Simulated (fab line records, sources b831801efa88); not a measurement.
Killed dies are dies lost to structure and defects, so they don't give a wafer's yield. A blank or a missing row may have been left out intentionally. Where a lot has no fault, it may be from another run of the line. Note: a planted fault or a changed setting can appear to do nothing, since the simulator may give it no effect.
Problem report, 8D (eight disciplines) form, completed by code :: flow sky130 :: the parts of the form that need people (team, actions taken, sign-off) are left out

1. WHAT WENT WRONG
Wafers without a fault read 0.939 a.u., standard deviation 0.0048; oes_product_au at SKY_VIA2_ETCH_15 reads a mean of 0.896 a.u. on 6 wafers belonging to 2 lots. Measured from the usual mean, that is -9.0 standard deviations.
The step: etches SiO2 in C4F8/O2/Ar, stops on TiN, target depth 546 nm, time 84 s.
First seen on wafer L195.2, day 37 23:04, on rie_diel-02. At this step, 33 wafers from 11 lots have a number in the record. Rule for "out" (also "out of limits"): further than 4 standard deviations from the usual mean. The other wafers with a number count as sound.

2. WHAT IT IS AND WHAT IT IS NOT
question: which readings at this step
is: oes_product_au
is not: chamber_pressure_mTorr

question: which lots
is: L195, L196
is not: L192, L194, L198, L206, L207, L209, L212, L214, L215

question: which wafers of those lots
is: all that have a number
is not: -

question: read on which tools
is: rie_diel-02, rie_diel-04
is not: rie_diel-03

question: when
is: from day 37 23:04
is not: up to then (6 sound wafers); but 21 sound wafers of L198, L206, L207, L209, L212, L214, L215 came after

3. SUSPECTS, AND WHAT RULES EACH OUT
Counting: a tool at a process step up to the reading stays a suspect if it ran every lot that is out and no sound lot after the first of them.
- cmp-01 at SKY_VIA2_CMP_02 (polishes SiO2): ruled out as a lasting fault. Sound lots L206, L207, L214, L215 ran on it after its first lot that is out, L195 (day 36 20:44).
Left after counting: nothing in the record.

4. THE CAUSE (what the simulator had put in)
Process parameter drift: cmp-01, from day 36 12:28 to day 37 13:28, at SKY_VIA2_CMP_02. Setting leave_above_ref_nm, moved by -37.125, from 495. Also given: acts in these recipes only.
It was ruled out by counting, in error; the rule expects a fault to strike all lots run on its tool from its start on, and this fault did not.

5. THE EFFECT CHAIN, in route order
Each row: a reading whose mean over the struck wafers that have a number lies more than 3 standard deviations from the usual. Only readings for which the record gives a usual standard deviation are gone through. hours: the time from each lot's start at the first step in this table that gives one to its start at this step, as a median over the lots. sigmas: the change in usual standard deviations.
hours: 0
step: SKY_VIA2_ETCH_15
reading: oes_product_au
usual: 0.939 a.u.
on struck wafers: 0.896
change: -0.043
sigmas: -9.0
The process steps in it:
- SKY_VIA2_ETCH_15: etches SiO2 in C4F8/O2/Ar, stops on TiN, target depth 546 nm, time 84 s.

6. WHAT WOULD HAVE CAUGHT IT SOONER
First out-of-limits reading in this record: day 37 23:04, which is 35 hours after fault onset at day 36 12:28.
An alarm limit of 4 standard deviations would not have fired on the tool readings at SKY_VIA2_CMP_02 for which the record gives a usual standard deviation, since none of them was out on any struck wafer.
